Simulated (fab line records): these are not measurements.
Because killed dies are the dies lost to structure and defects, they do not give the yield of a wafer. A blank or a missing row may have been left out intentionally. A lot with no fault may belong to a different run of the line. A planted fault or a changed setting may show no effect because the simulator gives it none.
Code-filled problem report in 8D (eight disciplines) form || flow sky130 || the parts of the form that need people (team, actions taken, sign-off) are left out

## 1. WHAT WENT WRONG
Wafers free of any fault read 197.2 (standard deviation 2.1) for SONOS_TUNNEL_TW at SKY_SONOS_TUNNEL_TW_MEAS_12, against a mean of 223.2 on 6 wafers of 2 lots. Relative to the usual mean, that is a shift of +12 standard deviations.
Seen first at day 17 09:44 on filmMetro-03, wafer L734.3. The record has a number at this step for 33 wafers belonging to 11 lots. The rule behind "out" and "out of limits": a value lying over 4 standard deviations away from the usual mean. The rest of the wafers with a number are treated as sound.

## 2. WHAT IT IS, AND WHAT IT ISN'T
{"question": "which readings at this step", "is": "SONOS_TUNNEL_TW", "is not": "-"}
{"question": "which lots", "is": "L734, L735", "is not": "L717, L720, L722, L723, L724, L725, L736, L738, L739"}
{"question": "which wafers of those lots", "is": "all that have a number", "is not": "-"}
{"question": "read on which gauges", "is": "filmMetro-01, filmMetro-03", "is not": "filmMetro-02"}
{"question": "when", "is": "from day 17 09:44", "is not": "up to then (18 sound wafers); but 9 sound wafers of L736, L738, L739 came after"}

## 3. SUSPECTS, AND WHAT RULES EACH OUT
Counting: a tool stays on the suspect list if, at a process step up to the reading, it processed all lots that are out and no sound lot following the first of them.
- the gauge at SKY_SONOS_TUNNEL_TW_MEAS_12 has been ruled out. Those wafers that are out were read across 2 gauges (filmMetro-01, filmMetro-03).
- implanter-02 at SKY_SONOS_TUNNEL_IMPLANT_09: kept. It ran every lot that is out, first L734 (day 17 09:10), and no sound lot after that; its last sound lot up to then is L725 (day 14 02:11). On those wafers its own readings are out: doseIonsCm2, faradayCurrentUA.
Left after counting: implanter-02 at SKY_SONOS_TUNNEL_IMPLANT_09.

## 4. THE CAUSE (what the simulator had put in)
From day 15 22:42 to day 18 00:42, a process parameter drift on implanter-02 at SKY_SONOS_TUNNEL_IMPLANT_09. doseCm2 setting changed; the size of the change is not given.
This tool alone remained once counting was done.

## 5. THE EFFECT CHAIN, in route order
Rows list readings where the struck wafers' mean (over those with a number) sits beyond 3 standard deviations from the usual. Only readings whose record carries a usual standard deviation are examined. hours: median over the lots of the time between each lot's start at the first step of this table that gives one and its start at this step. sigmas: the change, counted in usual standard deviations.
{"hours": 0, "step": "SKY_SONOS_TUNNEL_IMPLANT_09", "reading": "doseIonsCm2", "usual": 1.0001e+12, "on struck wafers": 1.5220e+12, "change": "+5.2188e+11", "sigmas": "+99 or more"}
{"hours": 0, "step": "SKY_SONOS_TUNNEL_IMPLANT_09", "reading": "faradayCurrentUA", "usual": 5.64, "on struck wafers": 8.51, "change": "+2.87", "sigmas": "+26"}
{"hours": 0, "step": "SKY_SONOS_TUNNEL_TW_MEAS_12", "reading": "SONOS_TUNNEL_TW", "usual": 197.2, "on struck wafers": 223.2, "change": "+26.0", "sigmas": "+12"}
Process steps it contains:
- SKY_SONOS_TUNNEL_IMPLANT_09
Later measuring or inspecting steps at which every struck wafer that the step has a row for has a number for every such reading, and none has moved that far: SKY_SD_N_OVL_MEAS_08.

## 6. WHAT WOULD HAVE CAUGHT IT SOONER
Counted from the fault's start at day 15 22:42, it took 35 hours until the first out-of-limits reading at a measuring or inspecting step in this record, taken at day 17 09:44.
At SKY_SONOS_TUNNEL_IMPLANT_09, the tool's own readings (doseIonsCm2, faradayCurrentUA) were out on each struck wafer the step has a row for, so an alarm limit on them would have fired on the first such wafer.
Lots out: 2; of these, L735 started SKY_SONOS_TUNNEL_IMPLANT_09 on implanter-02 after day 17 09:44. Putting the tool on hold at that point would have spared it.
